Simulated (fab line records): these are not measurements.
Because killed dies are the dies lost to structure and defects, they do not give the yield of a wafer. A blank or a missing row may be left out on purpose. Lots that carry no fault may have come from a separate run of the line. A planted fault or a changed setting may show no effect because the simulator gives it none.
Struck lot and sound lot, side by side / flow sky130 / 43 steps out of a route of 708
Sound: the wafers L125.1, L125.2, L125.3. Struck: wafer L142.3 (left out: L142.4, L142.6 of the same lot, which were not struck); the cause appears at the end.
Each step with rows lists, per side, the tool, then ch with its chambers, then its first start. Under that, the readings that differ: sound wafers / struck wafers / difference of the means / sigmas: that difference in standard deviations of wafers without a fault.
alike: readings whose means differ by less than 2 such deviations, and words and numbers that are the same on both sides. not compared: withheld readings, readings that some wafer has no value for, bounds like >300 that may hide the same value, and numbers for which the record gives no deviation and whose values overlap.
A row with sigmas, a row that says differs or no value, or rows on one side alone: a step with any of these is where the two part. Numbers that have no deviation but don't overlap get no sigmas and don't part them. Lack of a reading on every wafer of one side parts them only where that side has two or more wafers.

first, 3 steps without rows for these wafers: SKY_GATE_OXIDE_CLEAN_15 (cleans in SC1/SC2, time 150 s); SKY_GATE_OXIDE_OXIDATION_16 (stabilise 600 s, purge 300 s, target thk 3.57 nm); SKY_POLY_GATE_CVD_00 (deposits poly-Si, target thk 180 nm, time 720 s).
SKY_POLY_GATE_THK_MEAS_01:
  sound: filmMetro-03 at day 15 19:38; struck: filmMetro-01 at day 21 21:58
  alike: POLY_GATE_CVD_00_THK
then, 8 steps without rows for these wafers: SKY_RES_PROTECT_DEHYDRATE_00 (time 60 s); SKY_RES_PROTECT_HMDS_01 (prime time 60 s); SKY_RES_PROTECT_COAT_02 (resist thk 1140 nm); SKY_RES_PROTECT_SOFTBAKE_03 (time 60 s); SKY_RES_PROTECT_EXPOSE_04 (exposes mask RPM, target cd 1270 nm); SKY_RES_PROTECT_PEB_05; SKY_RES_PROTECT_DEVELOP_06 (develop time 60 s); SKY_POLY_GATE_IMPLANT_02.
SKY_RES_PROTECT_STRIP_07: strips in O2/N2.
  sound on plasmaAsher-04 ch 0,1, day 16 23:37; struck on plasmaAsher-04 ch 1, day 23 03:46
  alike: drypumpMotorCurrentA, oesProductAu, stripTimeToEndpointS
  not compared: rfHoursCounterH
SKY_RES_PROTECT_TW_MEAS_08:
  sound: filmMetro-01 at day 16 23:43; struck: filmMetro-01 at day 23 03:51
  alike: POLY_GATE_TW
then, 2 steps without rows for these wafers: SKY_RES_PROTECT_CLEAN_09 (cleans in SC1/SC2, time 150 s); SKY_POLY_GATE_CVD_03 (deposits Si3N4 from DCS/NH3, target thk 75 nm, time 1290 s).
SKY_POLY_GATE_THK_MEAS_04:
  sound: filmMetro-03 at day 17 04:13; struck: filmMetro-02 at day 23 05:19
  alike: POLY_GATE_CVD_03_THK
then, 8 steps without rows for these wafers: SKY_POLY_GATE_DEHYDRATE_05 (time 60 s); SKY_POLY_GATE_HMDS_06 (prime time 60 s); SKY_POLY_GATE_COAT_07 (resist thk 110 nm); SKY_POLY_GATE_COAT_08 (resist thk 450 nm); SKY_POLY_GATE_SOFTBAKE_09 (time 90 s); SKY_POLY_GATE_EXPOSE_10 (exposes mask P1M, target cd 150 nm); SKY_POLY_GATE_PEB_11; SKY_POLY_GATE_DEVELOP_12 (develop time 60 s).
SKY_POLY_GATE_CD_MEAS_13: target cd 150 nm.
  sound: cdSem-01 at day 18 09:05; struck: cdSem-01 at day 24 11:13
  alike: cdNm
SKY_POLY_GATE_OVL_MEAS_14:
  sound: overlay-02 at day 18 09:12; struck: overlay-01 at day 24 11:18
  alike: POLY_GATE_OVL
SKY_POLY_GATE_ETCH_15: etches BARC in N2/H2, stops on SiO2, time 118.5 s, target depth 110 nm.
  sound on rieDiel-03 ch 0,2,3, day 18 09:14; struck on rieDiel-03 ch 1, day 24 11:19
reading=oesProductAu (a.u.); sound=0.715 0.718 0.719; struck=0.730; difference=+0.013; sigmas=+3
  alike: drypumpMotorCurrentA, throttleValvePct
  not compared: rfHoursCounterH
SKY_POLY_GATE_ETCH_16: etches Si3N4 in CH3F/O2, stops on poly-Si, time 147.5 s, target depth 75 nm.
  sound on rieDiel-03 ch 0,2,3, day 18 09:19; struck on rieDiel-03 ch 1, day 24 11:24
  alike: drypumpMotorCurrentA, oesProductAu, throttleValvePct
  not compared: rfHoursCounterH
SKY_POLY_GATE_ETCH_17: etches poly-Si in HBr/Cl2, stops on SiO2, target depth 180 nm, time 70.5 s.
  sound on rieSi-01 ch 1,2,3, day 18 09:25; struck on rieSi-01 ch 3, day 24 11:30
  alike: drypumpMotorCurrentA, oesProductAu, throttleValvePct
  not compared: rfHoursCounterH
SKY_POLY_GATE_STRIP_18: strips in O2/N2.
  sound on plasmaAsher-03 ch 0,1, day 18 09:28; struck on plasmaAsher-01 ch 1, day 24 11:35
  alike: drypumpMotorCurrentA, oesProductAu, stripTimeToEndpointS
  not compared: rfHoursCounterH
then, 2 steps without rows for these wafers: SKY_POLY_GATE_CLEAN_19 (cleans in SC1/SC2, time 150 s); SKY_POLY_GATE_OXIDATION_20 (stabilise 600 s, purge 300 s, target thk 4 nm).
SKY_POLY_GATE_THK_MEAS_21:
  sound: filmMetro-02 at day 18 10:55; struck: filmMetro-02 at day 24 12:59
  alike: POLY_GATE_OXIDATION_THK
SKY_POLY_GATE_CD_MEAS_22:
  sound: cdSem-01 at day 18 10:59; struck: cdSem-01 at day 24 13:05
  alike: cdNm
then, 7 steps without rows for these wafers: SKY_LDD_N_DEHYDRATE_00 (time 60 s); SKY_LDD_N_HMDS_01 (prime time 60 s); SKY_LDD_N_COAT_02 (resist thk 300 nm); SKY_LDD_N_SOFTBAKE_03 (time 60 s); SKY_LDD_N_EXPOSE_04 (exposes mask NTM, target cd 840 nm); SKY_LDD_N_PEB_05; SKY_LDD_N_DEVELOP_06 (develop time 60 s).
-- the record jumps here: 27 days lie between the struck wafers' starts before and after (it left off in module LDD_N and takes up again in module PAD_OPEN, whose first step shown is number 708 of the route) --
SKY_PAD_OPEN_PROBE_99:
  sound: prober-01 at day 47 12:31; struck: prober-01 at day 51 05:57
reading=killedAtOther; sound=0 0 0; struck=18; difference=+18; sigmas=+35
reading=killedOpen; sound=61 67 45; struck=44; difference=-14; sigmas=-2
  alike: killed_at_M0_to_M3, killed_at_M4_up, killedAtContacts, killedAtFrontEnd, killedDies, killedShort

== WHERE THEY PART ==
Last at SKY_PAD_OPEN_PROBE_99 as far as this record goes, first at SKY_POLY_GATE_ETCH_15.

WHY: whatever the simulator had introduced
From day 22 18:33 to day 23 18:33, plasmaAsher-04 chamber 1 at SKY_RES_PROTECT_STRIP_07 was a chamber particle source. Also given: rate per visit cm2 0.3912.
